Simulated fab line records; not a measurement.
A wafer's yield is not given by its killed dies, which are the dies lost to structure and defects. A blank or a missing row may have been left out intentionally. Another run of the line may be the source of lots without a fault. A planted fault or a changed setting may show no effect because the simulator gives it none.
Split-lot trial | flow sfq line | on a route of 325 steps: 5 lots, 23 wafers read

== SPLIT DETAILS ==
At SFQ_TRILAYER_M1_DEP_SPUTTER_037 (material Nb, target thk 200 nm, time 133.3 s), the setting power w was moved away from the recipe's 2000 W on 6 of the 23 wafers read, by -6.5% to +4.5%. This setting was run at the recipe's value on the other wafers.

There is no step in the file separating the split from the reading.

== THE READING ==
M1_NB_RS, in ohm/sq, at SFQ_M1_RS_MEAS_909 (measures by four-point-probe). On this fab line, fault-free wafers typically give 0.886 ohm/sq with a standard deviation of 0.006 ohm/sq.

wafer  | tool, chamber at the split | power w as run, W | against the recipe | M1_NB_RS, ohm/sq | against lot-mates on the recipe
L075.1 | pvd sputter-06, -          | 2000              | recipe             | 0.891            | -
L075.3 | pvd sputter-06, -          | 2000              | recipe             | 0.896            | -
L075.4 | pvd sputter-06, -          | 2000              | recipe             | 0.889            | -
L075.5 | pvd sputter-06, -          | 2000              | recipe             | 0.894            | -
L075.6 | pvd sputter-06, -          | 2000              | recipe             | 0.891            | -
L077.1 | pvd sputter-04, -          | 2000              | recipe             | 0.884            | -
L077.4 | pvd sputter-04, -          | 2000              | recipe             | 0.889            | -
L077.6 | pvd sputter-04, -          | 2000              | recipe             | 0.882            | -
L080.1 | pvd sputter-03, -          | 1870              | -6.5%              | 0.956            | +0.065
L080.2 | pvd sputter-03, -          | 1870              | -6.5%              | 0.939            | +0.048
L080.4 | pvd sputter-03, -          | 2000              | recipe             | 0.895            | -
L080.5 | pvd sputter-03, -          | 2000              | recipe             | 0.889            | -
L080.6 | pvd sputter-03, -          | 2000              | recipe             | 0.890            | -
L081.2 | pvd sputter-03, -          | 1925              | -3.7%              | 0.918            | +0.031
L081.3 | pvd sputter-03, -          | 1925              | -3.7%              | 0.926            | +0.039
L081.4 | pvd sputter-03, -          | 2000              | recipe             | 0.883            | -
L081.5 | pvd sputter-03, -          | 2000              | recipe             | 0.888            | -
L081.6 | pvd sputter-03, -          | 2000              | recipe             | 0.890            | -
L083.1 | pvd sputter-06, -          | 2000              | recipe             | 0.887            | -
L083.2 | pvd sputter-06, -          | 2000              | recipe             | 0.892            | -
L083.3 | pvd sputter-06, -          | 2000              | recipe             | 0.893            | -
L083.4 | pvd sputter-06, -          | 2090              | +4.5%              | 0.838            | -0.053
L083.6 | pvd sputter-06, -          | 2090              | +4.5%              | 0.849            | -0.042

THE FIT
A straight line over all 23 wafers: M1_NB_RS changes by -0.00927 ohm/sq for each +1% of power w; r = -0.98; the points scatter about the line by 0.0051 ohm/sq.
The same after taking each lot's own level away (the mean of its wafers on the recipe; 23 wafers): -0.00932 ohm/sq for each +1%; r = -0.98; scatter 0.0046 ohm/sq.
That fit puts the effect of the largest move of power w on the reading at 0.061 ohm/sq.
The lots' own levels span 0.8850 to 0.8922 ohm/sq, that is 1.2 times the standard deviation above.
The two slopes agree, so the slope changes little with the lot-to-lot level.
Check: for one of the wafers moved furthest among these (-6.5%), held out of the fit, the line's prediction against its lot-mates is +0.0577 ohm/sq. It came out at +0.0647 ohm/sq against them.

== OTHER SPLITS ON THESE WAFERS ==
Note: prior to the reading, these wafers also went through further splits. Each is held against what the fit with the lots' levels taken away leaves over:
other split on the same wafers                   | wafers away from the commonest value | r with M1_NB_RS (lot level and that fit taken away)
SFQ_TRILAYER_INCOMING_OXIDATION_002 ox time s    | 15                                   | -0.10
SFQ_TRILAYER_L0_LITHO_COAT_005 resist thk nm     | 11                                   | -0.03
SFQ_TRILAYER_L0_BARC_OPEN_METAL_ETCH_010 time s  | 7                                    | -0.09
SFQ_TRILAYER_L0_VIA_LITHO_EXPOSE_014 dose mj     | 10                                   | +0.11
SFQ_TRILAYER_L0_VIA_ETCH_VIA_ETCH_016 bias w     | 7                                    | +0.32
SFQ_TRILAYER_M0_DEP_SPUTTER_019 power w          | 8                                    | +0.07
SFQ_TRILAYER_M0_BARC_OPEN_METAL_ETCH_031 icp w   | 11                                   | +0.39
SFQ_TRILAYER_M0_ETCH_METAL_ETCH_024 icp w        | 7                                    | +0.03
SFQ_TRILAYER_I0_VIA_LITHO_COAT_031 resist thk nm | 10                                   | -0.15

== THE WHOLE CHAIN: every reading that the file lists as answering this split, in the file's order ==
step                            | what it does                                 | reading                                                                                   | change (the file's fit)              | r (the file's)
SFQ_TRILAYER_M1_DEP_SPUTTER_037 | material Nb, target thk 200 nm, time 133.3 s | Nb_of_TRILAYER_M1_DEP_SPUTTER_037.thk nm (the simulator's own value, which no gauge read) | +2 nm for each +1% of the setting    | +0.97
SFQ_M1_RS_MEAS_909              | measures by four-point-probe                 | M1_NB_RS                                                                                  | -0.00926 for each +1% of the setting | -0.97

== THE FILE'S OWN FIT ==
M1_NB_RS changes by -0.00926 ohm/sq for each +1% of power w, r = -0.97.
